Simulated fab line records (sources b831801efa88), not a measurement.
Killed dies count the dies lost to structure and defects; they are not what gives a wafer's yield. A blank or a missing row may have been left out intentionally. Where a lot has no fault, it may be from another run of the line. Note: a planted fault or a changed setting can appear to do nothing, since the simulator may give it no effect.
Struck lot and sound lot, side by side / flow sky130 / 16 out of 708 route steps
Sound: the wafers L361.2, L361.4, L361.6. Struck: wafers L368.2, L368.6 (left out: L368.1, a lot-mate that was not struck); the cause follows at the end.
For every step that has rows: the tool of each side, followed by ch and its chambers, followed by its first start. Under that, the readings that differ: sound wafers / struck wafers / difference of the means / sigmas: that difference in standard deviations of wafers without a fault.
alike: words and numbers the same on both sides, and readings whose means are apart by under 2 such deviations; not compared: readings that were withheld, readings missing a value for some wafer, numbers with overlapping values and no deviation given by the record, and bounds like >300 which may hide the same value.
Wherever a step has rows on one side only, a row that says differs or no value, or a row with sigmas, the two part there. Numbers that don't overlap but have no deviation are shown without sigmas and don't part them. A reading that every wafer of one side lacks parts them only if that side has two wafers or more.

first, 2 steps without rows for these wafers: SKY_METAL3_PEB_11; SKY_METAL3_DEVELOP_12 (develop time 60 s).
SKY_METAL3_CD_MEAS_13: target cd 300 nm.
  sound on cdSem-02 at day 39 14:31; struck on cdSem-01 at day 41 17:04
reading=cdNm (nm); sound=303.0 302.9 301.9; struck=297.5 298.5; difference=-4.6; sigmas=-3
SKY_METAL3_OVL_MEAS_14:
  sound on overlay-01 at day 39 14:37; struck on overlay-01 at day 41 17:11
  alike: METAL3_OVL
then, 1 step without rows for these wafers: SKY_METAL3_DESCUM_15 (chemistry O2, time 8 s).
SKY_METAL3_ETCH_16: etches BARC in N2/H2, stops on SiO2, time 88.2 s, target depth 60 nm.
  sound on rieMetal-03 ch 0,1, day 39 14:41; struck on rieMetal-03 ch 0,1, day 41 17:15
  alike: drypumpMotorCurrentA, heBacksideLeakSccm, oesProductAu, throttleValvePct
  not compared: rfHoursCounterH
SKY_METAL3_ETCH_17: etches SiO2 in C4F8/O2/Ar, stops on TiN, time 3.9 s, target depth 15 nm.
  sound on rieDiel-01 ch 0,3, day 39 14:46; struck on rieDiel-02 ch 2,3, day 41 17:21
  alike: oesProductAu
  not compared: rfHoursCounterH
SKY_METAL3_METAL_ETCH_18: etches the open film in Cl2/BCl3, stops on SiO2, target depth 845 nm, time 183.1 s.
  sound on rieMetal-04 ch 0,1, day 39 14:47; struck on rieMetal-02 ch 0,1, day 41 17:22
  alike: drypumpMotorCurrentA, heBacksideLeakSccm, oesProductAu, throttleValvePct
  not compared: rfHoursCounterH
SKY_METAL3_STRIP_19: strips in O2/N2.
  sound on plasmaAsher-03 ch 0,1, day 39 14:58; struck on plasmaAsher-02 ch 0,1, day 41 17:33
  alike: drypumpMotorCurrentA, oesProductAu, stripTimeToEndpointS
  not compared: rfHoursCounterH
then, 3 steps without rows for these wafers: SKY_METAL3_STRIP_20 (strips in post etch residue remover, time 1200 s); SKY_METAL3_CLEAN_21 (cleans in IPA, time 180 s); SKY_METAL3_CLEAN_22 (cleans in O3/DIW).
SKY_VIA3_HDPCVD_00: deposits SiO2, target thk 1635 nm, time 284.1 s.
  sound on hdpcvd-01 ch 0,2, day 39 15:38; struck on hdpcvd-02 ch 0, day 41 18:11
reading=model.SiO2_of_VIA3_HDPCVD_00.thkNm (nm); sound=1688 1694 1690; struck=1014 1028; difference=-670; sigmas=
  alike: pressureMtorr
SKY_VIA3_THK_MEAS_01:
  sound on filmMetro-01 at day 39 15:55; struck on filmMetro-01 at day 41 18:41
reading=VIA3_HDPCVD_THK (nm); sound=1689 1694 1690; struck=1014 1028; difference=-670; sigmas=-39
  not compared: hold
SKY_VIA3_CMP_02: polishes SiO2.
  sound on cmp-01 ch 1,2, day 39 15:58; struck on cmp-02 ch 1, day 41 19:47
reading=hold; sound=- - -; struck=awaitDispo/0.8h/release awaitDispo/0.8h/release; difference=no value on the sound wafers; sigmas=
  alike: motorCurrentA, platenRpm
-- the record jumps here: 7 days lie between the struck wafers' starts before and after (it left off in module VIA3 and takes up again in module PAD_OPEN, whose first step shown is number 708 of the route) --
SKY_PAD_OPEN_PROBE_99:
  sound on prober-02 at day 46 16:50; struck on prober-02 at day 48 09:35
reading=model.etest.tester.sortNPass; sound=399 405 387; struck=217 220; difference=-178; sigmas=
reading=model.etest.tester.sortYieldPct (%); sound=81.1 82.32 78.66; struck=44.11 44.72; difference=-36.28; sigmas=
reading=model.etest.tester.sort_bin_3_pct (%); sound=0.4065 0.2033 1.423; struck=40.04 39.02; difference=+38.85; sigmas=
reading=model.etest.met4Comb.leakLog10AUm; sound=-11.82 -12.07 -11.95; struck=-6.96 -7.135; difference=+4.90; sigmas=
reading=model.etest.tester.sort_bin_8_pct (%); sound=0 0 0; struck=1.904e-07 0.0004382; difference=+2.192e-04; sigmas=
  alike: defectLimitedYield, killed_at_M0_to_M3, killed_at_M4_up, killedAtContacts, killedAtFrontEnd, killedAtOther, killedDies, killedOpen, killedShort

WHERE THEY PART
Last at SKY_VIA3_CMP_02 as far as this record goes, first at SKY_METAL3_CD_MEAS_13. Later steps at which nothing parts them and some readings are alike: SKY_PAD_OPEN_PROBE_99.

WHY: what had been put in by the simulator
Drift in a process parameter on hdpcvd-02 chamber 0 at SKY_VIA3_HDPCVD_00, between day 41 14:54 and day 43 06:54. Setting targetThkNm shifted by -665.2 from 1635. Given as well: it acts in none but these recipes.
